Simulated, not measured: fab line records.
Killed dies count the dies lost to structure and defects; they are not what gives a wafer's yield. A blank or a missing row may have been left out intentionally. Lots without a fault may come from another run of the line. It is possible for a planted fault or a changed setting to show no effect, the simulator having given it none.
Which of the tools did it?    flow gf180mcu    18 wafers from 6 lots sampled at 4 of the route's 602 steps

== WHAT EACH GAUGE READ, for each wafer ==
GF_V3_RS_MEAS_24: measures by four-point-probe.
lot   measured      on             V3_W_RS (ohm/sq)
L432  day 23 13:38  film-metro-04  0.330 0.329 0.323
L434  day 24 08:01  film-metro-03  0.323 0.326 0.324
L436  day 25 05:37  film-metro-04  0.324 0.326 0.319
L438  day 25 16:47  film-metro-03  0.321 0.323 0.324
L441  day 26 17:08  film-metro-03  0.320 0.324 0.322
L443  day 27 06:05  film-metro-02  0.334 0.337 0.332

== EACH LOT AND THE TOOL THAT RAN IT (in order: tool; ch and the chambers of the sampled wafers; start) ==
lot   GF_M3_SPUTTER_02              GF_M3_SPUTTER_03              GF_V3_CVD_23
L432  pvd-sputter-04, day 21 12:44  pvd-sputter-04, day 21 12:46  cvd-w-01 ch 0,1, day 23 13:32
L434  pvd-sputter-04, day 22 08:05  pvd-sputter-04, day 22 08:07  cvd-w-01 ch 0,1, day 24 07:55
L436  pvd-sputter-02, day 23 06:47  pvd-sputter-02, day 23 06:49  cvd-w-02 ch 0,1, day 25 05:31
L438  pvd-sputter-02, day 23 18:05  pvd-sputter-02, day 23 18:07  cvd-w-01 ch 0,1, day 25 16:40
L441  pvd-sputter-02, day 24 20:32  pvd-sputter-02, day 24 20:34  cvd-w-01 ch 0, day 26 16:55
L443  pvd-sputter-03, day 25 09:45  pvd-sputter-03, day 25 09:47  cvd-w-01 ch 1, day 27 05:57
- GF_M3_SPUTTER_02: material AlCu, target thk 450 nm, time 23.9 s.
- GF_M3_SPUTTER_03: material Ti, target thk 10 nm, time 6.7 s.
- GF_V3_CVD_23: deposits W, target thk 350 nm, time 104.9 s.

== THE ANSWER, worked out from the rows above alone ==
Rule: the lots themselves supply what counts as usual. Put in order of their means at a reading, lots are off if they are a third of the lots or fewer, leave a main group of 4 or more, and stand apart from it by a gap of 3 or more times the standard deviation of the main group's means; of several such gaps the widest counts. A main group is skipped when, at the precision printed for the reading in the tables above, its means are all equal. Also off: a lot with no number at a reading for which 4 or more lots have one. The other lots that the step has rows for count as sound.
Off: at GF_V3_RS_MEAS_24 (V3_W_RS), L443. The main group: mean 0.324 ohm/sq, standard deviation 0.0019.
If a tool, at a process step before that reading, ran all the lots that are off and no sound lot after the first of them, it fits. Gauges at GF_V3_RS_MEAS_24: tried the same way as those tools. Can't be told from this: 3 tools fit, pvd-sputter-03 at GF_M3_SPUTTER_02 and GF_M3_SPUTTER_03, cvd-w-01 at GF_V3_CVD_23, film-metro-02 at GF_V3_RS_MEAS_24.

== WHAT HAD BEEN PUT IN BY THE SIMULATOR ==
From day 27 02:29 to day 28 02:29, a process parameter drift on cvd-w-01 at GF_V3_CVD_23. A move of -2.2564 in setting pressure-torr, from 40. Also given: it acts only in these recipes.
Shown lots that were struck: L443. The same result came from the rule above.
